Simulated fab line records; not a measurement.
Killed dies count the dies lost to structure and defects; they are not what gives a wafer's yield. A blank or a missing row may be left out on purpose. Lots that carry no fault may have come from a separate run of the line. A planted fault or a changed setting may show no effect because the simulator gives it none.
Problem report in the 8D (eight disciplines) form, filled by code    flow gf180mcu    the parts of the form that need people (team, actions taken, sign-off) are left out

== 1. PROBLEM STATEMENT ==
MIM_ALCU_RS at GF_MIM_RS_MEAS_10 reads a mean of 0.1494 ohm/sq on 2 wafers of 2 lots; wafers without a fault read 0.1602 ohm/sq with a standard deviation of 0.0018. Measured from the usual mean, that is -6.0 standard deviations.
The step: measures by four-point-probe.
First observed at day 28 07:11: wafer L644.3, on film_metro-04. The record has a number at this step for 30 wafers belonging to 10 lots. By rule, "out" or "out of limits" means more than 4 standard deviations away from the usual mean. The other wafers with a number count as sound.

== 2. WHAT THIS IS AND IS NOT ==
question                     is                 is not
which readings at this step  MIM_ALCU_RS        -
which lots                   L644, L646         L635, L639, L640, L645, L649, L650, L654, L655
which wafers of those lots   L644.3, L646.6     L644.2, L644.6, L646.2, L646.5
read on which gauges         film_metro-04      film_metro-01, film_metro-02
when                         from day 28 07:11  up to then (11 sound wafers); but 17 sound wafers of L645, L646, L649, L650, L654, L655 came after

== 3. WHAT RULES OUT EACH SUSPECT ==
Counting: if a tool at a process step up to the reading ran every lot that is out, it stays a suspect. Sound lots after the first of them don't rule it out here, since some wafers of a struck lot are sound.
- ruled out: the gauge at GF_MIM_RS_MEAS_10. All the wafers that are out were read on film_metro-04, but those of them that GF_MIM_METAL_ETCH_19 has rows for are out there too, on other tools.
- pvd_sputter-01 at GF_MIM_SPUTTER_08 (material AlCu, target thk 200 nm, time 10.6 s): kept. It ran every lot that is out, first L644 (day 28 07:07); its last sound lot up to then is L640 (day 26 23:40).
Left after counting: pvd_sputter-01 at GF_MIM_SPUTTER_08.

== 4. THE CAUSE (what the simulator had put in) ==
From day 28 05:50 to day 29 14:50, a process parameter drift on pvd_sputter-01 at GF_MIM_SPUTTER_08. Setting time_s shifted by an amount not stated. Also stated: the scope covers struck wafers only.
After counting, this tool was the only one left.

== 5. THE EFFECT CHAIN, in route order ==
Rows list readings where the struck wafers' mean (over those with a number) sits beyond 3 standard deviations from the usual. Scope: only readings with a usual standard deviation given in the record; hours: median across lots of the time from each lot's start at the first step in this table that gives one to its start at this step; sigmas: change in usual standard deviations.
hours  step                  reading         usual          on struck wafers  change   sigmas
0      GF_MIM_RS_MEAS_10     MIM_ALCU_RS     0.1602 ohm/sq  0.1494            -0.0108  -6.0
0      GF_MIM_THK_MEAS_11    MIM_ALCU_THK    197.0 nm       210.7             +13.7    +5.7
19     GF_MIM_METAL_ETCH_19  oes_product_au  0.941 a.u.     0.975             +0.034   +5.2
Its process steps:
- GF_MIM_METAL_ETCH_19: etches the open film in Cl2/BCl3, stops on Si3N4, target depth 324.5 nm, time 54.1 s.

== 6. WHAT WOULD HAVE CAUGHT IT SOONER ==
In this record the first reading out of limits at a measuring or inspecting step was taken at day 28 07:11, 1 hour after the fault began at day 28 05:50.
An alarm limit of 4 standard deviations would not have fired on the tool readings at GF_MIM_SPUTTER_08 for which the record gives a usual standard deviation, since none of them was out on any struck wafer.
Among the 2 lots that are out, L646 began GF_MIM_SPUTTER_08 on pvd_sputter-01 after day 28 07:11. It would have been spared by a hold on the tool at that moment.
